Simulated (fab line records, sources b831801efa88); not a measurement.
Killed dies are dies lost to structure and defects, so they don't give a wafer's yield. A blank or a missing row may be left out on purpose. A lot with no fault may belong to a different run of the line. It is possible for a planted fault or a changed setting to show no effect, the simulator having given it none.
What tool caused it? -- flow gf180mcu -- 33 wafers from 11 lots sampled at 5 of the route's 602 steps

== WHAT EACH GAUGE READ, for each wafer ==
GF_V3_OVL_MEAS_15.
lot,measured,on,V3_OVL (nm)
L797,day 22 14:07,overlay-01,5 10 10
L798,day 22 15:58,overlay-02,7 0 1
L801,day 23 18:39,overlay-01,14 13 9
L802,day 24 01:31,overlay-01,-6 1 -2
L813,day 27 12:31,overlay-02,10 11 9
L816,day 28 14:31,overlay-02,2 -10 7
L817,day 28 18:18,overlay-01,-2 4 9
L820,day 29 23:19,overlay-01,8 -2 7

== EACH LOT AND THE TOOL THAT RAN IT (in order: tool; ch and the chambers of the sampled wafers; start) ==
lot,GF_V2_SPUTTER_21,GF_M3_SPUTTER_04,GF_M3_METAL_ETCH_16,GF_M3_STRIP_17
L797,"pvd_sputter-02, day 20 11:59","pvd_sputter-04, day 20 12:52","rie_metal-02 ch 0,1, day 21 13:17","plasma_asher-04 ch 0, day 21 13:25"
L798,"pvd_sputter-03, day 20 14:12","pvd_sputter-04, day 20 15:05","rie_metal-03 ch 0,1, day 21 15:19","plasma_asher-04 ch 0,1, day 21 15:26"
L801,"pvd_sputter-03, day 21 19:10","pvd_sputter-04, day 21 20:02","rie_metal-02 ch 0, day 22 18:47","plasma_asher-02 ch 0,1, day 22 18:54"
L802,"pvd_sputter-02, day 22 01:23","pvd_sputter-04, day 22 02:16","rie_metal-03 ch 0,1, day 23 01:50","plasma_asher-04 ch 0,1, day 23 01:58"
L803,"pvd_sputter-01, day 22 21:52","pvd_sputter-04, day 22 22:44","rie_metal-02 ch 0,1, day 23 21:14","plasma_asher-04 ch 0,1, day 23 21:22"
L805,"pvd_sputter-01, day 23 00:20","pvd_sputter-02, day 23 01:13","rie_metal-03 ch 0,1, day 23 23:44","plasma_asher-04 ch 0,1, day 23 23:52"
L806,"pvd_sputter-01, day 23 14:14","pvd_sputter-04, day 23 15:13","rie_metal-03 ch 0, day 24 13:02","plasma_asher-02 ch 1, day 24 13:10"
L813,"pvd_sputter-03, day 25 17:25","pvd_sputter-04, day 25 18:18","rie_metal-02 ch 1, day 26 15:08","plasma_asher-01 ch 0,1, day 26 15:16"
L816,"pvd_sputter-01, day 26 20:11","pvd_sputter-04, day 26 21:04","rie_metal-03 ch 1, day 27 17:25","plasma_asher-01 ch 0,1, day 27 17:34"
L817,"pvd_sputter-03, day 26 23:28","pvd_sputter-04, day 27 00:20","rie_metal-02 ch 0,1, day 27 21:02","plasma_asher-04 ch 0,1, day 27 21:10"
L820,"pvd_sputter-01, day 28 06:02","pvd_sputter-04, day 28 06:55","rie_metal-02 ch 0, day 29 02:42","plasma_asher-04 ch 0,1, day 29 02:58"
- GF_V2_SPUTTER_21: material Ti, target thk 15 nm, time 80.02 s.
- GF_M3_SPUTTER_04: material TiN, target thk 50 nm, time 41.7 s.
- GF_M3_METAL_ETCH_16: etches the open film in Cl2/BCl3, stops on SiO2, target depth 750.8 nm, time 125.1 s.
- GF_M3_STRIP_17: strips in O2/N2.

== WHAT THE TOOLS THEMSELVES READ (means of the sampled wafers that have a number; where no wafer has one, the mark that the record gives instead) ==
GF_V2_SPUTTER_21.
lot,tool,cathode_dc_power_W (W),throttle_valve_pct (%)
L797,pvd_sputter-02,2500.2,30.9
L798,pvd_sputter-03,2499.8,31.4
L801,pvd_sputter-03,2500.0,30.6
L802,pvd_sputter-02,2499.6,29.9
L803,pvd_sputter-01,2500.0,28.6
L805,pvd_sputter-01,2500.3,29.5
L806,pvd_sputter-01,2499.9,29.9
L813,pvd_sputter-03,2500.3,29.8
L816,pvd_sputter-01,2500.1,30.2
L817,pvd_sputter-03,2499.7,30.7
L820,pvd_sputter-01,2500.5,30.0

GF_M3_SPUTTER_04.
lot,tool,cathode_dc_power_W (W),throttle_valve_pct (%)
L797,pvd_sputter-04,6498.5,30.6
L798,pvd_sputter-04,6499.8,30.5
L801,pvd_sputter-04,6499.6,29.9
L802,pvd_sputter-04,6500.8,30.0
L803,pvd_sputter-04,6500.0,30.1
L805,pvd_sputter-02,6499.6,29.6
L806,pvd_sputter-04,6499.1,30.4
L813,pvd_sputter-04,6500.3,31.3
L816,pvd_sputter-04,6499.9,31.3
L817,pvd_sputter-04,6500.1,30.3
L820,pvd_sputter-04,6500.3,30.5

GF_M3_METAL_ETCH_16.
lot,tool,bcl3_flow_sccm (sccm),bias_w (W),drypump_motor_current_A (A),he_backside_leak_sccm (sccm),mfc_cl2_sccm (sccm),oes_product_au (a.u.),throttle_valve_pct (%)
L797,rie_metal-02,39.96,140.0,5.6,3.3,80.21,0.991,28.222
L798,rie_metal-03,39.97,139.8,5.3,3.1,79.80,0.993,28.221
L801,rie_metal-02,40.07,139.9,5.1,3.3,80.03,0.988,28.236
L802,rie_metal-03,40.08,139.5,5.6,3.6,79.71,0.992,28.228
L803,rie_metal-02,-,-,-,-,-,-,-
L805,rie_metal-03,-,-,-,-,-,-,-
L806,rie_metal-03,-,-,-,-,-,-,-
L813,rie_metal-02,40.01,140.2,5.9,3.4,80.21,0.994,28.221
L816,rie_metal-03,39.90,140.2,6.0,3.1,79.98,0.989,28.235
L817,rie_metal-02,39.97,139.8,5.3,3.4,79.76,0.989,28.224
L820,rie_metal-02,39.93,139.7,5.1,3.4,79.62,0.988,28.225

GF_M3_STRIP_17.
lot,tool,drypump_motor_current_A (A),heater_power_w (W),n2_flow_sccm (sccm),oes_product_au (a.u.),platen_temp_c (C),strip_time_to_endpoint_s (s)
L797,plasma_asher-04,4.8,302,299.5,0.539,250.01,7.33
L798,plasma_asher-04,5.7,295,298.5,0.533,250.19,7.35
L801,plasma_asher-02,5.6,329,300.2,0.542,250.27,7.45
L802,plasma_asher-04,5.7,297,300.7,0.540,250.08,7.38
L803,plasma_asher-04,5.2,299,299.6,0.663,250.01,10.19
L805,plasma_asher-04,5.2,299,300.2,0.659,250.23,10.17
L806,plasma_asher-02,5.3,320,300.6,0.658,250.07,10.20
L813,plasma_asher-01,5.7,332,299.5,0.531,249.98,7.29
L816,plasma_asher-01,5.6,346,300.1,0.536,249.88,7.39
L817,plasma_asher-04,5.6,299,299.6,0.538,249.83,7.40
L820,plasma_asher-04,5.2,297,300.1,0.542,250.04,7.42

== THE ANSWER, worked out from the rows above alone ==
Rule: the usual values come from the lots themselves. Put in order of their means at a reading, lots are off if they are a third of the lots or fewer, leave a main group of 4 or more, and stand apart from it by a gap of 3 or more times the standard deviation of the main group's means; of several such gaps the widest counts. Not used: any main group whose means are identical at the precision the tables above print for the reading. Also off: a lot with no number at a reading for which 4 or more lots have one. Where the step has rows for the other lots, those lots are counted as sound. Order of review: gauges by route order, followed by the tools' own readings, for which a lot's mean as printed above is used. At the first step where some lot is off, the reading lying furthest off is the one used; lots without a number count as furthest.
Off: L803, L805, L806 (GF_M3_METAL_ETCH_16, bcl3_flow_sccm). Without a number there: L803, L805, L806. Mean 39.99 sccm and standard deviation 0.059 in the main group.
A tool fits if, at that step or a process step before it, it ran every lot that is off, and no sound lot after the first of them. Not one of the candidates tried fits.

== WHAT THE SIMULATOR PUT IN ==
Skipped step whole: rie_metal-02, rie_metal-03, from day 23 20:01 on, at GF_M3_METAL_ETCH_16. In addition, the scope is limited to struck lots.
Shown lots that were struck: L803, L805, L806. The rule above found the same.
